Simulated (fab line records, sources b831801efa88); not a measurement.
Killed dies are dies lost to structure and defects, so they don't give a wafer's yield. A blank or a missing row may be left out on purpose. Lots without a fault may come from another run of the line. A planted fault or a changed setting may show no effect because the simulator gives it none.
Problem report in the 8D (eight disciplines) form, filled by code | flow sfq_line | the parts of the form that need people (team, actions taken, sign-off) are left out

1. THE PROBLEM
oes_product_au at SFQ_TRILAYER_C5_ETCH_VIA_ETCH_154 reads a mean of 1.000 a.u. on 3 wafers of 2 lots; wafers without a fault read 0.896 a.u. with a standard deviation of 0.0098. That is +11 standard deviations from the usual mean.
The step: etches SiO2 in CHF3, stops on Nb, target depth 84 nm.
First seen on wafer L234.6, day 71 23:17, on rie_diel-01. The record holds 42 wafers of 14 lots with a number at this step. Rule for "out", or "out of limits": more than 4 standard deviations from the usual mean. The other wafers with a number count as sound.

2. WHAT IT IS AND WHAT IT IS NOT
question                    | is                     | is not
which readings at this step | oes_product_au         | drypump_motor_current_A
which lots                  | L234, L236             | L223, L224, L225, L227, L229, L230, L240, L242, L243, L244, L245, L246
which wafers of those lots  | L234.6, L236.1, L236.2 | L234.3, L234.4, L236.3
read on which tools         | rie_diel-01            | rie_diel-02, rie_diel-04
when                        | from day 71 23:17      | up to then (20 sound wafers); but 19 sound wafers of L236, L240, L242, L243, L244, L245, L246 came after

3. SUSPECTS, AND WHAT RULES EACH OUT
Counting: a tool at a process step up to the reading stays a suspect if it ran every lot that is out. Sound lots after the first of them don't rule it out here, since some wafers of a struck lot are sound.
- pecvd-04 at SFQ_TRILAYER_A5C_DEP_PECVD_142 (deposits SiO2 from SiH4/N2O, time 15.556 s, target thk 70 nm): kept. It ran every lot that is out, first L234 (day 66 20:59); its last sound lot up to then is L224 (day 65 20:03).
- rie_metal-02 at SFQ_TRILAYER_I5_STRIP_STRIP_148 (strips in O2): kept. It ran every lot that is out, first L234 (day 71 19:59).
- rie_diel-01 at SFQ_TRILAYER_C5_ETCH_VIA_ETCH_154 (etches SiO2 in CHF3, stops on Nb, target depth 84 nm): kept. It ran every lot that is out, first L234 (day 71 23:17); its last sound lot up to then is L230 (day 71 16:53). Its own readings are out on those wafers: oes_product_au.
Left after counting: pecvd-04 at SFQ_TRILAYER_A5C_DEP_PECVD_142, rie_metal-02 at SFQ_TRILAYER_I5_STRIP_STRIP_148, rie_diel-01 at SFQ_TRILAYER_C5_ETCH_VIA_ETCH_154.

4. THE CAUSE (what the simulator had put in)
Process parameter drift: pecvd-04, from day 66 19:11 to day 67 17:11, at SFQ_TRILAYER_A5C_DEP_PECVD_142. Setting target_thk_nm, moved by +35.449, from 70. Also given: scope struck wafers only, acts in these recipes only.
Counting left 3 suspects, and this tool is among them.

5. THE CHAIN OF EFFECTS, in route order
Each row: a reading whose mean over the struck wafers that have a number lies more than 3 standard deviations from the usual. Only readings for which the record gives a usual standard deviation are gone through. hours: the time from each lot's start at the first step in this table that gives one to its start at this step, as a median over the lots. sigmas: the change in usual standard deviations.
hours | step                              | reading        | usual      | on struck wafers | change | sigmas
0     | SFQ_TRILAYER_C5_ETCH_VIA_ETCH_154 | oes_product_au | 0.896 a.u. | 1.000            | +0.104 | +11
The process steps in it:
- SFQ_TRILAYER_C5_ETCH_VIA_ETCH_154: etches SiO2 in CHF3, stops on Nb, target depth 84 nm.
Later measuring or inspecting steps at which every struck wafer that the step has a row for has a number for every such reading, and none has moved that far: SFQ_M6_OVL_MEAS_940.

6. WHAT WOULD HAVE CAUGHT IT SOONER
In this record the first reading out of limits was taken at day 71 23:17, 124 hours after the fault began at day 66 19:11.
Of the tool readings at SFQ_TRILAYER_A5C_DEP_PECVD_142 for which the record gives a usual standard deviation, none was out on any struck wafer, so an alarm limit of 4 standard deviations on them would not have fired.
All the lots that are out (2) had begun SFQ_TRILAYER_A5C_DEP_PECVD_142 on pecvd-04 by day 71 23:17. A hold on the tool at that time would have spared none of them.
